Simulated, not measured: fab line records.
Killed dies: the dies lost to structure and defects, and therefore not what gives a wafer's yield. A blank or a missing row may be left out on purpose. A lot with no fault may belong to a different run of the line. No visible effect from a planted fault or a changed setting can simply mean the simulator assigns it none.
fab line records	flow sky130
record: lots: 11	wafers: 31	last_day: 50
route steps=708 shown VIA4@641 METAL5@665 PASSIVATION@692 PAD_OPEN@708
lots untouched by any fault: they come from a run of this same line in which no faults occurred
start_h: the number of hours between the record's first day and the start of the first shown wafer of the lot	wait_h: how many hours have passed since the lot's step before this one	" unchanged from the row above	L1.1+2: several wafers, shown together as one row	- either no value or no given start	* or withheld: withheld	< > ~ a bound
route shown NAME@n: NAME is a module with steps in the file, n the number in the route of the first one	usual: mean/standard deviation taken from wafers without a fault	same: alike in all rows	chamber/n: place in a boat	sites: per-site readings	_std_site: how widely they spread, as a standard deviation	_edge_site: mean of outer sites minus mean of inner sites	radius_mm: how far each site lies from the wafer's centre	mask NAME#n: copy n	behind: the most recent tool/chamber to have shaped the wafer	hold: cause of the lot's hold/its duration in hours/its outcome	device: the transistor (n, p or np) that didn't switch	end of line: the tests these same wafers got at the end of their route	step lacking rows: just its recipe	killed: dies that structure and defects cost at the first sort, which is not the same as the wafer's yield	map: per-die view of a wafer (x killed, . not killed, _ where there is no die)
set.NAME: setting as actually run; set.NAME@STEP: the setting as run at that earlier step	model.NAME: the simulator's own value behind a step, which no gauge read
route steps across a sampled set of lots; one table per step, one row per wafer
services: a tool's chamber out of use, with start hour (start_h, from the record's first day; less than 0 if before it), hours out, and reason
== steps ==
step: SKY_VIA4_CMP_02
recipe: material: SiO2	down_force_psi: 4	platen_rpm: 60	pad_velocity_m_s: 0.94248
usual: motor_current_A: 12.2/0.94	slurry_filter_dp_kPa: 13.49/0.15
lot.wafer	tool	chamber	start_h	wait_h	motor_current_A	slurry_filter_dp_kPa
L686.1	cmp-02	1	980.87	0.1	14.1	13.54
L686.2	"	2	"	"	11.5	13.43
L686.5	"	2	"	"	11.9	13.50
L688.3	cmp-01	1	992.11	0.4	11.7	13.31
L688.6	"	2	"	"	12.4	13.50
L688.5	"	3	"	"	11.8	13.37
L689.4	cmp-01	0	1000.43	0.1	11.6	13.34
L689.3	"	1	"	"	12.4	13.28
L689.5	"	3	"	"	12.5	13.59
L690.1	cmp-01	1	1014.06	0.1	12.2	13.35
L690.2	"	2	"	"	12.1	13.53
L690.5	"	3	"	"	11.7	13.28
L691.2	cmp-01	0	1015.01	0.2	11.6	13.42
L691.5	"	1	"	"	12.3	13.58
L691.6	"	2	"	"	12.4	13.68
L695.4	cmp-02	0	1040.32	0.1	12.6	13.88
L695.1	"	2	"	"	11.6	13.66
L695.6	"	0	"	"	12.3	13.63
L698.1	cmp-02	0	1066.88	0.1	12.7	13.46
L698.4	"	2	"	"	12.0	13.42
L698.5	"	1	"	"	14.2	13.49
L700.4	cmp-02	0	1078.89	0.0	11.6	13.72
L700.2	"	3	"	"	11.2	13.75
L700.6	"	1	"	"	14.3	13.61
L705.1	cmp-01	0	1104.90	0.3	11.1	13.40
L705.6	"	0	"	"	12.3	13.47
L709.1	cmp-01	2	1127.43	0.2	12.7	13.47
L709.4	"	3	"	"	12.0	13.73
L709.5	"	1	"	"	12.2	13.51
L708.1	cmp-01	2	1129.49	0.3	11.6	13.52
L708.4	"	1	"	"	12.3	13.38
step: SKY_VIA4_ETCH_12
recipe: target: SiO2	chemistry: C4F8/O2/Ar	stop_on: TiN	mask_material: NOVOLAK	source_w: 1500	bias_w: 1200	pressure_mtorr: 40	c4f8_flow_sccm: withheld	O2_flow_sccm: 6	Ar_flow_sccm: 300	time_s: withheld	target_depth_a: 5800
usual: oes_product_au: 0.926/0.0047
lot.wafer	tool	chamber	start_h	wait_h	oes_product_au
L686.1	rie_diel-01	0	1003.66	0.0	0.931
L686.2	"	3	"	"	0.921
L686.5	"	3	"	"	0.923
L688.3	rie_diel-02	3	1015.34	0.1	0.928
L688.5	"	1	"	"	0.920
L688.6	"	3	"	"	0.927
L689.3	rie_diel-04	0	1023.81	0.0	0.916
L689.4	"	1	"	"	0.930
L689.5	"	3	"	"	0.920
L690.1	rie_diel-02	0	1035.97	0.0	0.918
L690.2	"	1	"	"	0.928
L690.5	"	2	"	"	0.935
L691.2	rie_diel-02	0	1037.62	0.0	0.920
L691.5	"	2	"	"	0.930
L691.6	"	1	"	"	0.928
L695.1	rie_diel-01	2	1062.07	0.0	0.930
L695.4	"	0	"	"	0.928
L695.6	"	3	"	"	0.917
L698.1	rie_diel-02	2	1087.81	0.0	0.922
L698.4	"	1	"	"	0.921
L698.5	"	2	"	"	0.922
L700.2	rie_diel-04	0	1099.57	0.0	0.934
L700.4	"	3	"	"	0.927
L700.6	"	2	"	"	0.928
L705.1	rie_diel-01	2	1124.61	0.0	0.924
L705.6	"	3	"	"	0.924
L709.1	rie_diel-02	2	1145.90	0.0	0.928
L709.4	"	0	"	"	0.928
L709.5	"	1	"	"	0.927
L708.1	rie_diel-04	2	1147.65	0.0	0.929
L708.4	"	3	"	"	0.928
step: SKY_VIA4_CMP_21
recipe: stop_on: SiO2	t_overpolish_s: 25	down_force_psi: 3.5	platen_rpm: 60	target_thk_nm: 0	pad_velocity_m_s: 0.94248
usual: motor_current_A: 11.2/0.79	overpolish_run_s: 25.001/0.0083	slurry_filter_dp_kPa: 13.51/0.14	time_to_endpoint_s: 125/3.8
lot.wafer	tool	chamber	start_h	wait_h	motor_current_A	overpolish_run_s	slurry_filter_dp_kPa	time_to_endpoint_s
L686.2	cmp-01	0	1004.94	0.3	11.4	25.000	13.55	124
L686.1	"	1	"	"	11.1	24.995	13.38	120
L686.5	"	3	"	"	11.7	24.999	13.46	127
L688.3	cmp-01	3	1016.44	0.0	10.5	25.011	13.58	117
L688.5	"	3	"	"	11.3	25.000	13.51	119
L688.6	"	0	"	"	10.7	24.996	13.67	115
L689.3	cmp-02	2	1024.92	0.1	10.6	24.995	13.58	126
L689.4	"	3	"	"	10.3	25.000	13.24	126
L689.5	"	2	"	"	10.0	25.007	13.71	129
L690.1	cmp-02	0	1037.11	0.1	11.2	25.007	13.67	119
L690.2	"	1	"	"	12.9	25.006	13.41	119
L690.5	"	0	"	"	11.5	24.998	13.44	123
L691.2	cmp-02	3	1038.91	0.2	10.0	25.013	13.49	125
L691.5	"	0	"	"	11.2	24.991	13.50	120
L691.6	"	1	"	"	12.7	25.000	13.62	118
L695.1	cmp-02	2	1063.23	0.1	11.2	24.996	13.42	129
L695.4	"	0	"	"	11.2	24.997	13.38	126
L695.6	"	1	"	"	12.4	25.016	13.25	122
L698.4	cmp-01	1	1088.91	0.1	11.2	24.998	13.42	124
L698.1	"	2	"	"	11.6	25.000	13.57	126
L698.5	"	1	"	"	10.7	25.005	13.68	127
L700.2	cmp-02	3	1100.73	0.1	10.2	24.988	13.44	130
L700.4	"	0	"	"	11.5	25.001	13.44	123
L700.6	"	1	"	"	13.1	25.001	13.40	121
L705.1	cmp-01	2	1125.95	0.3	11.6	25.012	13.58	126
L705.6	"	0	"	"	10.9	25.009	13.54	124
L709.4	cmp-01	2	1147.04	0.1	11.6	24.987	13.38	123
L709.1	"	3	"	"	11.1	25.002	13.73	127
L709.5	"	2	"	"	11.4	25.003	13.55	124
L708.1	cmp-01	1	1148.93	0.3	11.3	25.012	13.73	126
L708.4	"	2	"	"	11.6	24.995	13.43	127
step: SKY_METAL5_SPUTTER_04
recipe: material: TiN	target_thk_nm: 70	power_w: 6500	time_s: 58.3	chamber_pressure_pa: 0.4
usual: throttle_valve_pct: 29.3/0.89
lot.wafer	tool	chamber	start_h	wait_h	throttle_valve_pct
L686.1	pvd_sputter-01	-	1005.26	0.0	29.2
L686.2	"	-	"	"	28.5
L686.5	"	-	"	"	29.5
L688.3	pvd_sputter-04	-	1016.86	0.0	29.3
L688.5	"	-	"	"	29.4
L688.6	"	-	"	"	27.4
L689.3	pvd_sputter-02	-	1025.29	0.0	29.4
L689.4	"	-	"	"	31.2
L689.5	"	-	"	"	28.1
L690.1	pvd_sputter-01	-	1037.53	0.0	28.9
L690.2	"	-	"	"	29.5
L690.5	"	-	"	"	28.3
L691.2	pvd_sputter-01	-	1039.18	0.0	29.7
L691.5	"	-	"	"	29.5
L691.6	"	-	"	"	29.1
L695.1	pvd_sputter-01	-	1063.60	0.0	29.4
L695.4	"	-	"	"	28.1
L695.6	"	-	"	"	29.5
L698.1	pvd_sputter-01	-	1089.28	0.0	28.4
L698.4	"	-	"	"	29.8
L698.5	"	-	"	"	29.1
L700.2	pvd_sputter-02	-	1101.05	0.0	27.7
L700.4	"	-	"	"	29.3
L700.6	"	-	"	"	27.7
L705.1	pvd_sputter-01	-	1126.22	0.0	28.5
L705.6	"	-	"	"	29.6
L709.1	pvd_sputter-02	-	1147.41	0.0	30.0
L709.4	"	-	"	"	27.7
L709.5	"	-	"	"	30.1
L708.1	pvd_sputter-01	-	1149.25	0.0	29.3
L708.4	"	-	"	"	28.5
step: SKY_METAL5_THK_MEAS_06
recipe: thk_meas_gauge: xrf	reads: AlCu_of_METAL5_SPUTTER_02
usual: METAL5_ALCU_THK: 1128/13
lot.wafer	tool	chamber	start_h	wait_h	METAL5_ALCU_THK[nm]
L686.1	film_metro-01	-	1005.43	0.1	1105
L686.2	"	-	"	"	1112
L686.5	"	-	"	"	1110
L688.3	film_metro-02	-	1017.05	0.1	1128
L688.5	"	-	"	"	1134
L688.6	"	-	"	"	1146
L689.3	film_metro-03	-	1025.48	0.1	1133
L689.4	"	-	"	"	1127
L689.5	"	-	"	"	1131
L690.1	film_metro-03	-	1037.70	0.1	1137
L690.2	"	-	"	"	1118
L690.5	"	-	"	"	1143
L691.2	film_metro-03	-	1039.36	0.1	1103
L691.5	"	-	"	"	1111
L691.6	"	-	"	"	1119
L695.1	film_metro-02	-	1063.76	0.1	1123
L695.4	"	-	"	"	1130
L695.6	"	-	"	"	1118
L698.1	film_metro-03	-	1089.45	0.1	1129
L698.4	"	-	"	"	1097
L698.5	"	-	"	"	1135
L700.2	film_metro-02	-	1101.23	0.1	1128
L700.4	"	-	"	"	1135
L700.6	"	-	"	"	1117
L705.1	film_metro-03	-	1126.39	0.1	1223
L705.6	"	-	"	"	1133
L709.1	film_metro-03	-	1147.58	0.1	1127
L709.4	"	-	"	"	1128
L709.5	"	-	"	"	1129
L708.1	film_metro-03	-	1149.42	0.1	1198
L708.4	"	-	"	"	1136
step: SKY_PASSIVATION_ETCH_11
recipe: chemistry: CF4/O2	target_depth_nm: 725	stop_on: AlCu	source_w: 800	bias_w: 150	pressure_mtorr: 150	cf4_flow_sccm: 80	O2_flow_sccm: 10	time_s: 161.1
usual: drypump_motor_current_A: 5.8/0.38	oes_product_au: 0.978/0.0066	throttle_valve_pct: 5.964/0.0091
lot.wafer	tool	chamber	start_h	wait_h	drypump_motor_current_A	oes_product_au	rf_hours_counter_h	throttle_valve_pct
L686.1	rie_diel-03	2	1051.26	-	5.8	0.981	20	5.975
L686.2	"	0	"	"	5.0	0.989	5	5.971
L686.5	"	3	"	"	6.0	0.984	-	5.959
L688.3	rie_diel-02	2	1061.97	-	5.2	0.974	14	5.965
L688.5	"	0	"	"	6.0	0.980	-	5.970
L688.6	"	1	"	"	5.7	0.981	-	5.956
L689.3	rie_diel-03	3	1069.46	-	6.0	0.977	16	5.955
L689.4	"	0	"	"	5.0	0.988	6	5.960
L689.5	"	2	"	"	5.8	0.980	-	5.975
L690.1	rie_diel-02	0	1082.01	-	6.1	0.982	20	5.969
L690.2	"	3	"	"	5.9	0.977	17	5.972
L690.5	"	2	"	"	5.2	0.986	-	5.961
L691.2	rie_diel-04	1	1082.72	-	6.3	0.971	10	5.969
L691.5	"	2	"	"	6.3	0.978	-	5.951
L691.6	"	3	"	"	5.6	0.978	-	5.950
L695.1	rie_diel-02	2	1105.89	-	5.2	0.966	16	5.964
L695.4	"	0	"	"	6.1	0.986	20	5.965
L695.6	"	0	"	"	6.0	0.980	-	5.962
L698.1	rie_diel-04	1	1130.24	-	6.4	0.968	11	5.959
L698.4	"	0	"	"	5.8	0.983	9	5.982
L698.5	"	0	"	"	5.8	0.977	-	5.965
L700.2	rie_diel-02	1	1140.67	-	5.7	0.979	19	5.977
L700.4	"	3	"	"	5.9	0.978	20	5.954
L700.6	"	1	"	"	5.7	0.988	-	5.980
L705.1	rie_diel-04	3	1163.56	-	5.6	0.942	17	5.961
L705.6	"	1	"	"	6.3	0.982	-	5.971
L709.1	rie_diel-03	3	1182.11	-	6.0	0.976	21	5.952
L709.4	"	1	"	"	5.6	0.981	24	5.955
L709.5	"	1	"	"	5.6	0.989	-	5.964
L708.1	rie_diel-03	0	1184.51	-	5.0	0.953	10	5.956
L708.4	"	3	"	"	6.0	0.974	21	5.972
step: SKY_PAD_OPEN_PROBE_99
usual: defect_limited_yield: 82.4/2	killed_at_M0_to_M3: 44/6.5	killed_at_M4_up: 3.3/1.7	killed_at_contacts: 25/5.3	killed_at_front_end: 15/5	killed_at_other: 0.2/0.47	killed_dies: 87/9.9	killed_open: 47/8	killed_short: 39/6.1	sort_bin_3_pad_short: 0.9/0.43	sort_bin_5_function: 10.4/1.5	sort_bin_6_memory: 6.2/1.2	sort_n_pass: 405/9.9	sort_yield_pct: 82.4/2
same: gross_dies: 492	killed_at_back_side: 0	sort_bin_4_leakage[%]: 0	sort_bin_8_speed[%]: 0
lot.wafer	tool	chamber	start_h	wait_h	defect_limited_yield[%]	killed_at_M0_to_M3	killed_at_M4_up	killed_at_contacts	killed_at_front_end	killed_at_other	killed_dies	killed_open	killed_short	sort_bin_3_pad_short[%]	sort_bin_5_function[%]	sort_bin_6_memory[%]	sort_n_pass	sort_yield_pct[%]
L686.1	prober-01	-	1075.39	0.1	79.5	51	1	26	23	0	101	62	39	0.8	12.8	6.9	391	79.5
L686.2	prober-01	-	1075.44	0.1	79.5	62	4	23	12	0	101	63	38	1.4	12.0	7.1	391	79.5
L686.5	prober-01	-	1075.59	0.2	81.3	43	0	26	23	0	92	57	35	0.8	11.6	6.3	400	81.3
L688.3	prober-01	-	1085.83	0.2	81.5	44	1	34	12	0	91	53	38	0.6	12.0	5.9	401	81.5
L688.5	prober-01	-	1085.93	0.2	78.7	51	3	39	12	0	105	61	44	2.0	11.4	7.9	387	78.7
L688.6	prober-01	-	1085.98	0.2	86.4	43	1	16	7	0	67	28	39	0.6	9.6	3.5	425	86.4
L689.3	prober-02	-	1092.58	0.2	83.1	43	4	20	16	0	83	40	43	1.4	9.6	5.9	409	83.1
L689.4	prober-02	-	1092.63	0.2	76.4	53	2	33	27	1	116	65	51	1.4	13.2	8.9	376	76.4
L689.5	prober-02	-	1092.68	0.2	82.3	44	1	26	16	0	87	49	38	1.2	10.2	6.3	405	82.3
L690.1	prober-01	-	1104.95	0.1	84.6	31	3	29	12	1	76	37	39	0.4	9.1	5.9	416	84.6
L690.2	prober-01	-	1105.00	0.1	83.9	37	0	29	13	0	79	53	26	0.4	9.8	5.9	413	83.9
L690.5	prober-01	-	1105.15	0.2	81.3	54	1	24	13	0	92	57	35	1.4	10.4	6.9	400	81.3
L691.2	prober-02	-	1105.83	0.1	83.7	42	6	22	10	0	80	46	34	0.4	10.8	5.1	412	83.7
L691.5	prober-02	-	1105.98	0.2	81.7	47	3	19	21	0	90	48	42	1.4	11.0	5.9	402	81.7
L691.6	prober-02	-	1106.03	0.2	80.7	45	7	20	23	0	95	51	44	0.4	11.8	7.1	397	80.7
L695.1	prober-02	-	1128.40	0.1	82.5	50	1	22	13	0	86	57	29	0.4	8.5	8.5	406	82.5
L695.4	prober-02	-	1128.55	0.2	80.7	43	2	19	31	0	95	43	52	0.6	11.8	6.9	397	80.7
L695.6	prober-02	-	1128.65	0.2	83.9	38	0	26	15	0	79	47	32	0.8	9.8	5.5	413	83.9
L698.1	prober-01	-	1151.22	0.1	81.7	47	5	25	13	0	90	43	47	1.6	9.6	7.1	402	81.7
L698.4	prober-01	-	1151.37	0.2	81.1	43	4	23	23	0	93	55	38	0.8	11.4	6.7	399	81.1
L698.5	prober-01	-	1151.42	0.2	86.0	33	2	19	15	0	69	36	33	1.0	6.3	6.7	423	86.0
L700.2	prober-01	-	1161.73	0.1	81.9	45	4	23	17	0	89	41	48	0.8	10.8	6.5	403	81.9
L700.4	prober-01	-	1161.83	0.2	80.9	45	7	35	7	0	94	54	40	1.4	12.2	5.5	398	80.9
L700.6	prober-01	-	1161.93	0.2	83.7	40	3	21	16	0	80	39	41	1.0	9.3	5.9	412	83.7
L705.1	prober-02	-	1182.77	0.1	81.9	44	3	24	18	0	89	48	41	1.2	12.4	4.5	403	81.9
L705.6	prober-02	-	1183.02	0.2	79.9	47	3	36	13	0	99	61	38	0.8	13.8	5.5	393	79.9
L709.1	prober-02	-	1200.39	0.1	80.7	42	2	29	21	1	95	56	39	0.8	11.0	7.5	397	80.7
L709.4	prober-02	-	1200.54	0.2	81.7	42	5	31	12	0	90	50	40	1.0	11.8	5.5	402	81.7
L709.5	prober-02	-	1200.59	0.2	81.3	51	3	27	11	0	92	61	31	1.8	10.2	6.7	400	81.3
L708.1	prober-02	-	1203.63	0.1	81.7	44	1	28	16	1	90	49	41	1.0	11.4	5.9	402	81.7
L708.4	prober-02	-	1203.78	0.2	82.9	36	4	31	11	2	84	43	41	1.4	9.1	6.5	408	82.9
killed by level:class
L686.1 CONTACT:geometric_particle:open=13 VIA1:geometric_particle:open=13 FIELD_ISO:geometric_particle:short=8 FIELD_ISO:geometric_particle:open=8 LI_CONTACT:geometric_particle:open=8 VIA2:geometric_particle:open=7 VIA1:geometric_particle:short=6 POLY_GATE:geometric_particle:short=5
L686.2 VIA2:geometric_particle:open=12 CONTACT:geometric_particle:open=11 VIA1:geometric_particle:open=10 VIA3:geometric_particle:open=9 VIA1:geometric_particle:short=8 METAL1:geometric_particle:short=8 LI_CONTACT:geometric_particle:open=5 VIA3:geometric_particle:short=5
L686.5 VIA1:geometric_particle:open=12 CONTACT:geometric_particle:open=8 FIELD_ISO:geometric_particle:open=8 LI_CONTACT:geometric_particle:open=8 POLY_GATE:geometric_particle:open=6 VIA2:geometric_particle:open=6 METAL1:geometric_particle:short=5 VIA1:geometric_particle:short=5
L688.3 CONTACT:geometric_particle:open=14 LI_CONTACT:geometric_particle:open=11 VIA2:geometric_particle:open=10 METAL1:geometric_particle:short=7 VIA1:geometric_particle:open=6 CONTACT:geometric_particle:short=6 VIA3:geometric_particle:open=6 VIA1:geometric_particle:short=4
L688.5 VIA1:geometric_particle:open=16 CONTACT:geometric_particle:open=13 VIA3:geometric_particle:open=10 LI_CONTACT:geometric_particle:open=9 CONTACT:geometric_particle:short=9 METAL1:geometric_particle:short=7 LOCAL_INTERCONNECT:geometric_particle:short=5 POLY_GATE:geometric_particle:short=4
L688.6 VIA1:geometric_particle:open=12 METAL1:geometric_particle:short=8 CONTACT:geometric_particle:short=7 CONTACT:geometric_particle:open=4 VIA1:geometric_particle:short=4 VIA3:geometric_particle:open=4 FIELD_ISO:geometric_particle:short=3 LI_CONTACT:geometric_particle:open=3
L689.3 VIA1:geometric_particle:open=10 LI_CONTACT:geometric_particle:open=9 METAL1:geometric_particle:short=7 VIA2:geometric_particle:open=6 VIA3:geometric_particle:short=5 CONTACT:geometric_particle:open=4 METAL4:geometric_particle:short=4 FIELD_ISO:geometric_particle:short=3
L689.4 CONTACT:geometric_particle:open=10 LI_CONTACT:geometric_particle:open=10 FIELD_ISO:geometric_particle:open=9 METAL2:geometric_particle:short=9 VIA1:geometric_particle:open=9 VIA2:geometric_particle:open=8 CONTACT:geometric_particle:short=6 VIA1:geometric_particle:short=6
L689.5 CONTACT:geometric_particle:open=10 VIA1:geometric_particle:open=10 LI_CONTACT:geometric_particle:open=7 VIA2:geometric_particle:open=6 FIELD_ISO:geometric_particle:short=5 METAL1:geometric_particle:short=5 VIA3:geometric_particle:open=5 CONTACT:geometric_particle:short=4
L690.1 CONTACT:geometric_particle:open=12 VIA2:geometric_particle:open=6 CONTACT:geometric_particle:short=6 METAL2:geometric_particle:short=6 LI_CONTACT:geometric_particle:open=5 LI_CONTACT:geometric_particle:short=5 VIA3:geometric_particle:short=4 METAL3:geometric_particle:short=3
L690.2 CONTACT:geometric_particle:open=10 VIA1:geometric_particle:open=9 VIA3:geometric_particle:open=9 LI_CONTACT:geometric_particle:open=5 POLY_GATE:geometric_particle:open=4 LI_CONTACT:geometric_particle:short=4 LOCAL_INTERCONNECT:geometric_particle:short=4 FIELD_ISO:geometric_particle:open=3
L690.5 VIA1:geometric_particle:open=17 CONTACT:geometric_particle:open=12 LI_CONTACT:geometric_particle:open=7 VIA1:geometric_particle:short=7 VIA3:geometric_particle:open=6 FIELD_ISO:geometric_particle:short=5 METAL1:geometric_particle:short=5 VIA2:geometric_particle:open=5
L691.2 VIA1:geometric_particle:open=12 VIA2:geometric_particle:open=9 CONTACT:geometric_particle:open=6 LI_CONTACT:geometric_particle:open=5 CONTACT:geometric_particle:short=5 VIA1:geometric_particle:short=5 LI_CONTACT:geometric_particle:short=4 METAL2:geometric_particle:short=4
L691.5 VIA1:geometric_particle:open=10 VIA2:geometric_particle:open=9 VIA3:geometric_particle:open=9 FIELD_ISO:geometric_particle:short=5 POLY_GATE:geometric_particle:short=5 CONTACT:geometric_particle:short=5 VIA2:geometric_particle:short=5 FIELD_ISO:geometric_particle:open=4
L691.6 VIA1:geometric_particle:open=10 VIA2:geometric_particle:open=10 LI_CONTACT:geometric_particle:open=7 POLY_GATE:geometric_particle:short=6 FIELD_ISO:geometric_particle:open=4 FIELD_ISO:geometric_particle:short=4 CONTACT:geometric_particle:open=4 METAL1:geometric_particle:short=4
L695.1 VIA1:geometric_particle:open=10 LI_CONTACT:geometric_particle:open=9 VIA2:geometric_particle:open=9 CONTACT:geometric_particle:open=8 METAL2:geometric_particle:short=5 METAL1:geometric_particle:short=5 POLY_GATE:geometric_particle:open=4 VIA3:geometric_particle:open=4
L695.4 FIELD_ISO:geometric_particle:open=8 CONTACT:geometric_particle:open=8 METAL1:geometric_particle:short=7 VIA3:geometric_particle:short=7 POLY_GATE:geometric_particle:short=6 VIA1:geometric_particle:open=6 METAL2:geometric_particle:short=6 POLY_CUT:geometric_particle:short=5
L695.6 CONTACT:geometric_particle:open=11 VIA1:geometric_particle:open=11 LI_CONTACT:geometric_particle:open=7 METAL2:geometric_particle:short=7 LI_CONTACT:geometric_particle:short=4 VIA1:geometric_particle:short=4 VIA3:geometric_particle:open=4 FIELD_ISO:geometric_particle:open=3
L698.1 VIA1:geometric_particle:open=15 CONTACT:geometric_particle:open=11 METAL2:geometric_particle:short=8 FIELD_ISO:geometric_particle:short=7 VIA1:geometric_particle:short=7 CONTACT:geometric_particle:short=6 VIA3:geometric_particle:open=6 LOCAL_INTERCONNECT:geometric_particle:short=4
L698.4 VIA1:geometric_particle:open=10 LI_CONTACT:geometric_particle:open=9 CONTACT:geometric_particle:open=9 FIELD_ISO:geometric_particle:short=6 FIELD_ISO:geometric_particle:open=6 POLY_GATE:geometric_particle:open=6 VIA3:geometric_particle:open=6 VIA1:geometric_particle:short=5
L698.5 LI_CONTACT:geometric_particle:open=7 VIA1:geometric_particle:open=6 VIA1:geometric_particle:short=6 LI_CONTACT:geometric_particle:short=5 CONTACT:geometric_particle:open=4 METAL2:geometric_particle:short=4 METAL1:geometric_particle:short=4 FIELD_ISO:geometric_particle:open=3
L700.2 VIA1:geometric_particle:open=14 CONTACT:geometric_particle:short=8 FIELD_ISO:geometric_particle:short=6 LOCAL_INTERCONNECT:geometric_particle:short=6 CONTACT:geometric_particle:open=6 FIELD_ISO:geometric_particle:open=5 VIA1:geometric_particle:short=5 VIA2:geometric_particle:open=5
L700.4 CONTACT:geometric_particle:open=14 LI_CONTACT:geometric_particle:open=11 VIA2:geometric_particle:open=9 VIA3:geometric_particle:open=9 VIA1:geometric_particle:short=7 CONTACT:geometric_particle:short=6 POLY_GATE:geometric_particle:open=4 VIA1:geometric_particle:open=4
L700.6 CONTACT:geometric_particle:open=10 VIA1:geometric_particle:open=7 VIA3:geometric_particle:open=6 VIA1:geometric_particle:short=6 LOCAL_INTERCONNECT:geometric_particle:short=5 VIA3:geometric_particle:short=5 FIELD_ISO:geometric_particle:open=4 POLY_GATE:geometric_particle:open=4
L705.1 VIA1:geometric_particle:open=17 CONTACT:geometric_particle:short=8 CONTACT:geometric_particle:open=6 VIA3:geometric_particle:open=6 FIELD_ISO:geometric_particle:open=5 METAL2:geometric_particle:short=5 FIELD_ISO:geometric_particle:short=4 POLY_GATE:geometric_particle:short=4
L705.6 VIA1:geometric_particle:open=12 CONTACT:geometric_particle:open=11 VIA3:geometric_particle:open=10 LOCAL_INTERCONNECT:geometric_particle:short=8 CONTACT:geometric_particle:short=7 METAL1:geometric_particle:short=7 VIA2:geometric_particle:open=6 FIELD_ISO:geometric_particle:open=5
L709.1 CONTACT:geometric_particle:open=12 LI_CONTACT:geometric_particle:open=9 VIA1:geometric_particle:open=9 METAL2:geometric_particle:short=8 VIA1:geometric_particle:short=7 FIELD_ISO:geometric_particle:open=6 FIELD_ISO:geometric_particle:short=4 POLY_GATE:geometric_particle:open=4
L709.4 LI_CONTACT:geometric_particle:open=10 CONTACT:geometric_particle:open=10 VIA1:geometric_particle:open=7 VIA3:geometric_particle:open=7 METAL2:geometric_particle:short=5 LI_CONTACT:geometric_particle:short=4 VIA1:geometric_particle:short=4 CONTACT:geometric_particle:short=4
L709.5 VIA2:geometric_particle:open=14 LI_CONTACT:geometric_particle:open=11 VIA1:geometric_particle:open=9 VIA1:geometric_particle:short=8 CONTACT:geometric_particle:open=8 METAL2:geometric_particle:short=6 VIA3:geometric_particle:open=6 LI_CONTACT:geometric_particle:short=4
L708.1 VIA1:geometric_particle:open=11 LI_CONTACT:geometric_particle:open=9 LOCAL_INTERCONNECT:geometric_particle:short=8 VIA2:geometric_particle:open=7 CONTACT:geometric_particle:short=6 VIA3:geometric_particle:open=6 METAL1:geometric_particle:short=5 FIELD_ISO:geometric_particle:open=4
L708.4 CONTACT:geometric_particle:open=13 VIA1:geometric_particle:open=9 METAL2:geometric_particle:short=8 LI_CONTACT:geometric_particle:open=5 CONTACT:geometric_particle:short=5 VIA2:geometric_particle:open=5 VIA3:geometric_particle:open=5 LOCAL_INTERCONNECT:geometric_particle:short=4
== services ==
tool	chamber	start_h	hours	kind
cmp-02	-	963.30	0.8	repair
rie_diel-02	2	970.29	10.5	repair
cmp-01	-	974.10	1.0	repair
cmp-01	-	983.39	4.4	pm
rie_diel-02	0	986.08	10.7	repair
cmp-02	-	990.35	3.3	repair
cmp-02	-	993.98	5.1	pm
rie_diel-02	0	1009.67	21.2	repair
rie_diel-02	2	1012.58	4.7	repair
pvd_sputter-01	-	1042.28	5.3	repair
cmp-02	-	1084.39	4.0	pm
cmp-02	-	1089.73	1.9	repair
cmp-01	-	1091.91	7.3	pm
cmp-01	-	1103.21	0.8	repair
cmp-02	-	1103.47	1.4	repair
rie_diel-02	3	1109.43	8.3	repair
rie_diel-02	0	1117.31	4.1	repair
cmp-02	-	1121.38	0.5	repair
cmp-02	-	1125.70	11.1	repair
rie_diel-02	-	1131.85	1.2	repair
cmp-02	-	1146.04	3.9	pm
rie_diel-02	0	1163.95	1.4	repair
cmp-02	-	1175.41	0.7	repair
cmp-01	-	1177.28	4.0	pm
== key ==
first_sign: step: SKY_METAL5_THK_MEAS_06	reading: METAL5_ALCU_THK	direction: up	sigmas: 6.6	usual: 1128	struck: 1210
effect: step: SKY_PASSIVATION_ETCH_11	reading: oes_product_au	direction: down	sigmas: 4.6	usual: 0.978	struck: 0.948
met_at SKY_METAL5_SPUTTER_04
struck_lots L705,L708
struck_wafers L705.1,L708.1
not_acting_at SKY_VIA4_CMP_02,SKY_VIA4_ETCH_12,SKY_VIA4_CMP_21
onset_between 1089.28 1126.22
fault: kind: process_parameter_drift	tool: pvd_sputter-01	chamber: -	onset_h: 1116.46	steps: SKY_METAL5_SPUTTER_04	channel: target_thk_nm	offset: -28.772	shape: step	end_h: 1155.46	scope: struck_wafers_only	acts_in: these_recipes_only	stated: 70
